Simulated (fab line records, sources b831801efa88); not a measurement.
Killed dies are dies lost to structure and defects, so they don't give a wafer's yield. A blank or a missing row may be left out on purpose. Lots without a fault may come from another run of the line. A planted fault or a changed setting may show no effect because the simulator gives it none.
fab line records | flow sky130
record lots=6 wafers=18 last_day=50
route steps=708 shown METAL2@485
lots that met no fault: from a run of the same line without faults
start_h: hours from the record's first day to the start of the lot's first wafer shown | wait_h: hours since the lot's step before | " the same as in the row above | L1.1+2: a row that stands for several wafers | - no value, or no start given | * or withheld: withheld | < > ~ a bound
route shown NAME@n: a module of which the file shows steps, and the number in the route of the first | usual: mean/standard deviation of fault-free wafers | same: alike in all rows | chamber/n: place in a boat | sites: the reading at each site | _std_site: their standard deviation | _edge_site: outer sites' mean less inner sites' | radius_mm: how far each site lies from the wafer's centre | mask NAME#n: copy n | behind: the tool/chamber that last shaped the wafer | hold: why the lot was held/for how many hours/how that ended | device: the transistor (n, p or np) that didn't switch | end of line: the same wafers' tests at the end of the route | a step without rows: its recipe alone | killed: dies lost to structure and defects at the first sort, not the wafer's yield | map: a wafer's dies, x killed, . not, _ none there
set.NAME: the setting as run; set.NAME@STEP: as run at that earlier step | model.NAME: the simulator's own value behind a step, which no gauge read
lots at some steps of the route; a table a step, a row a wafer
services: from which hour (start_h, from the record's first day; less than 0 if before it) a tool's chamber was out of use, for how many hours, and why
## steps
# step SKY_METAL2_SPUTTER_02
# recipe material=AlCu target_thk_nm=250 power_w=10600 time_s=13.3 chamber_pressure_pa=0.4
# usual chamber_pressure_pa=0.3999/0.00086 throttle_valve_pct=30.5/1
# columns lot.wafer tool chamber start_h wait_h chamber_pressure_pa throttle_valve_pct
L867.1 pvd_sputter-03 - 846.88 0.0 0.3996 31.0
L867.3 " - " " 0.4002 29.9
L867.6 " - " " 0.4003 28.6
L866.1 pvd_sputter-03 - 849.71 0.0 0.3996 29.9
L866.2 " - " " 0.3991 31.2
L866.6 " - " " 0.3997 30.9
L877.1 pvd_sputter-03 - 920.70 0.0 0.4012 30.1
L877.2 " - " " 0.3994 31.6
L877.3 " - " " 0.3995 28.2
L878.1 pvd_sputter-04 - 921.01 0.0 0.3990 30.6
L878.2 " - " " 0.4002 30.2
L878.5 " - " " 0.4001 30.3
L880.1 pvd_sputter-01 - 933.59 0.0 0.3997 29.2
L880.2 " - " " 0.3999 29.7
L880.4 " - " " 0.3983 30.4
L882.2 pvd_sputter-03 - 944.31 0.0 0.3986 28.6
L882.5 " - " " 0.3984 30.9
L882.6 " - " " 0.4001 31.5
# step SKY_METAL2_SPUTTER_03
# recipe material=Ti target_thk_nm=5 power_w=3000 time_s=3.3 chamber_pressure_pa=0.4
# usual chamber_pressure_pa=0.4001/0.0012 throttle_valve_pct=30.5/1
# columns lot.wafer tool chamber start_h wait_h chamber_pressure_pa throttle_valve_pct
L867.1 pvd_sputter-03 - 846.91 0.0 0.4006 30.9
L867.3 " - " " 0.4004 29.9
L867.6 " - " " 0.4003 28.4
L866.1 pvd_sputter-03 - 849.74 0.0 0.3994 29.9
L866.2 " - " " 0.4001 31.2
L866.6 " - " " 0.3995 31.3
L877.1 pvd_sputter-03 - 920.73 0.0 0.4001 30.0
L877.2 " - " " 0.4007 31.4
L877.3 " - " " 0.4004 28.4
L878.1 pvd_sputter-04 - 921.04 0.0 0.4000 30.4
L878.2 " - " " 0.3985 30.4
L878.5 " - " " 0.3998 30.1
L880.1 pvd_sputter-01 - 933.61 0.0 0.3986 29.2
L880.2 " - " " 0.3998 29.5
L880.4 " - " " 0.4006 30.4
L882.2 pvd_sputter-03 - 944.33 0.0 0.3985 28.6
L882.5 " - " " 0.3988 30.8
L882.6 " - " " 0.3996 31.5
# step SKY_METAL2_SPUTTER_04
# recipe material=TiN target_thk_nm=70 power_w=6500 time_s=58.3 chamber_pressure_pa=0.4
# usual chamber_pressure_pa=0.4000/0.00078 throttle_valve_pct=30.5/1
# columns lot.wafer tool chamber start_h wait_h chamber_pressure_pa throttle_valve_pct
L867.1 pvd_sputter-03 - 846.93 0.0 0.4004 30.9
L867.3 " - " " 0.4005 30.1
L867.6 " - " " 0.4002 28.2
L866.1 pvd_sputter-03 - 849.76 0.0 0.3990 29.9
L866.2 " - " " 0.4010 30.9
L866.6 " - " " 0.4010 30.7
L877.1 pvd_sputter-03 - 920.74 0.0 0.3995 29.8
L877.2 " - " " 0.3986 31.5
L877.3 " - " " 0.4002 28.4
L878.1 pvd_sputter-04 - 921.05 0.0 0.4006 30.5
L878.2 " - " " 0.4001 30.4
L878.5 " - " " 0.3997 30.2
L880.1 pvd_sputter-01 - 933.63 0.0 0.4002 28.9
L880.2 " - " " 0.4005 30.0
L880.4 " - " " 0.3978 30.4
L882.2 pvd_sputter-03 - 944.35 0.0 0.3984 28.4
L882.5 " - " " 0.4007 30.8
L882.6 " - " " 0.4006 31.3
# step SKY_METAL2_RS_MEAS_05
# recipe thk_meas_gauge=four-point-probe reads=TiN_of_METAL2_SPUTTER_04+Ti_of_METAL2_SPUTTER_03+AlCu_of_METAL2_SPUTTER_02+TiN_of_METAL2_SPUTTER_01+Ti_of_METAL2_SPUTTER_00
# usual METAL2_ALCU_RS=0.1269/0.0014
# columns lot.wafer tool chamber start_h wait_h METAL2_ALCU_RS[ohm/sq]
L867.1 film_metro-03 - 846.97 0.0 0.1276
L867.3 " - " " 0.1271
L867.6 " - " " 0.1265
L866.1 film_metro-03 - 849.81 0.0 0.1284
L866.2 " - " " 0.1289
L866.6 " - " " 0.1291
L877.1 film_metro-01 - 920.79 0.0 0.1284
L877.2 " - " " 0.1289
L877.3 " - " " 0.1282
L878.1 film_metro-04 - 921.10 0.0 0.1259
L878.2 " - " " 0.1273
L878.5 " - " " 0.1276
L880.1 film_metro-01 - 933.68 0.0 0.1262
L880.2 " - " " 0.1260
L880.4 " - " " 0.1250
L882.2 film_metro-01 - 944.42 0.0 0.1248
L882.5 " - " " 0.1272
L882.6 " - " " 0.1273
# step SKY_METAL2_THK_MEAS_06
# recipe thk_meas_gauge=xrf reads=AlCu_of_METAL2_SPUTTER_02
# usual METAL2_ALCU_THK=253/3.7
# columns lot.wafer tool chamber start_h wait_h METAL2_ALCU_THK[nm]
L867.1 film_metro-03 - 847.09 0.1 254
L867.3 " - " " 254
L867.6 " - " " 258
L866.1 film_metro-03 - 849.93 0.1 254
L866.2 " - " " 253
L866.6 " - " " 252
L877.1 film_metro-01 - 920.91 0.1 249
L877.2 " - " " 248
L877.3 " - " " 252
L878.1 film_metro-04 - 921.22 0.1 253
L878.2 " - " " 250
L878.5 " - " " 249
L880.1 film_metro-01 - 933.80 0.1 253
L880.2 " - " " 251
L880.4 " - " " 252
L882.2 film_metro-01 - 944.53 0.1 256
L882.5 " - " " 253
L882.6 " - " " 251
# step SKY_METAL2_DEHYDRATE_07
# recipe temp_c=200 time_s=60
# step SKY_METAL2_HMDS_08
# recipe prime_time_s=60 prime_temp_c=120
# step SKY_METAL2_COAT_09
# recipe resist=BARC temp_c=withheld time_s=withheld spin_rpm=3000 resist_thk_nm=60
# step SKY_METAL2_COAT_10
# recipe resist=KrF-thick spin_rpm=3000 resist_thk_nm=450
# step SKY_METAL2_SOFTBAKE_11
# recipe temp_c=100 time_s=90 resist=KrF-thick
# step SKY_METAL2_EXPOSE_12
# recipe mask_id=MM2 na=0.8 source_shape=annular sigma_inner=0.55 sigma_outer=0.85 target_cd_nm=140 dose_mj=28
# step SKY_METAL2_PEB_13
# recipe peb_temp_c=withheld peb_time_s=withheld resist=KrF-thick
# step SKY_METAL2_DEVELOP_14
# recipe develop_time_s=60 resist=KrF-thick dev_temp_c=21
# usual chill_plate_temp_C=23.01/0.1 develop_time_s=60/0
# columns lot.wafer tool chamber start_h wait_h chill_plate_temp_C develop_time_s model.KrF-thick_of_METAL2_COAT_10.thk_nm
L867.1 litho_track-02 - 872 - - - 449.4
L867.3 " - " " - - 448.5
L867.6 " - " " - - 451.1
L866.1 litho_track-02 - 875 - - - 448.8
L866.2 " - " " - - 448.4
L866.6 " - 876 - - - 448.5
L877.1 litho_track-02 0 944 - 23.09 60 434.1
L877.2 " 0 " " 23.20 60 434.8
L877.3 " 0 " " 23.06 60 433.7
L878.1 litho_track-01 0 945 - 22.93 60 432.4
L878.2 " 0 " " 22.96 60 433.1
L878.5 " 0 " " 23.03 60 433.1
L880.1 litho_track-03 0 958 - 22.93 60 435.9
L880.2 " 0 " " 22.98 60 433.3
L880.4 " 0 " " 22.90 60 436.2
L882.2 litho_track-02 0 968 - 22.97 60 437
L882.5 " 0 " " 23.02 60 437.7
L882.6 " 0 " " 22.81 60 438.7
# step SKY_METAL2_CD_MEAS_15
# recipe target_cd_nm=140
# usual cd_nm=140.0/1.6
# columns lot.wafer tool chamber start_h wait_h cd_nm
L867.1 cd_sem-01 - 872.83 - -
L867.3 " - " " -
L867.6 " - " " -
L866.1 cd_sem-02 - 876.12 - -
L866.2 " - " " -
L866.6 " - " " -
L877.1 cd_sem-01 - 944.77 - 139.8
L877.2 " - " " 137.2
L877.3 " - " " 139.1
L878.1 cd_sem-02 - 945.74 - 141.6
L878.2 " - " " 142.9
L878.5 " - " " 142.2
L880.1 cd_sem-02 - 958.27 - 140.6
L880.2 " - " " 142.5
L880.4 " - " " 141.7
L882.2 cd_sem-02 - 968.84 - 142.6
L882.5 " - " " 141.1
L882.6 " - " " 141.4
## services
# columns tool chamber start_h hours kind
pvd_sputter-01 - 825.58 0.7 repair
pvd_sputter-03 3 832.59 - consumable_replace:kit
pvd_sputter-03 3 832.59 18.0 scheduled_down
pvd_sputter-03 3 832.59 18.0 vent_cycle
pvd_sputter-01 - 836.26 3.3 repair
pvd_sputter-01 0 840.31 - consumable_replace:kit
pvd_sputter-01 0 840.31 18.0 scheduled_down
pvd_sputter-01 0 840.31 18.0 vent_cycle
pvd_sputter-01 - 844.10 0.7 repair
pvd_sputter-04 3 864.69 - consumable_replace:kit
pvd_sputter-04 3 864.69 18.0 scheduled_down
pvd_sputter-04 3 864.69 18.0 vent_cycle
## key
first_sign step=SKY_METAL2_DEVELOP_14 reading=tool_record direction=missing
effect none on later readings
model_effect step=SKY_METAL2_DEVELOP_14 value=KrF-thick_of_METAL2_COAT_10.thk_nm without=435 struck=449.1
met_at SKY_METAL2_DEVELOP_14
struck_wafers L866.1,L866.2,L866.6,L867.1,L867.3,L867.6
later_rows_left_out L866.1,L866.2,L866.6,L867.1,L867.3,L867.6
sort_left_out L866.1,L866.2,L866.6,L867.1,L867.3,L867.6
fault kind=skipped_step_whole tool=litho_track-02 chamber=- onset_h=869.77 steps=SKY_METAL2_DEVELOP_14 scope=struck_lots_only
# sort_left_out: the simulated sort isn't trusted on such a fault, so these wafers' sort isn't shown, and their yield isn't known
# later_rows_left_out: the simulator's readings of these wafers behind a module that went badly wrong aren't trusted and aren't shown, but for the sort
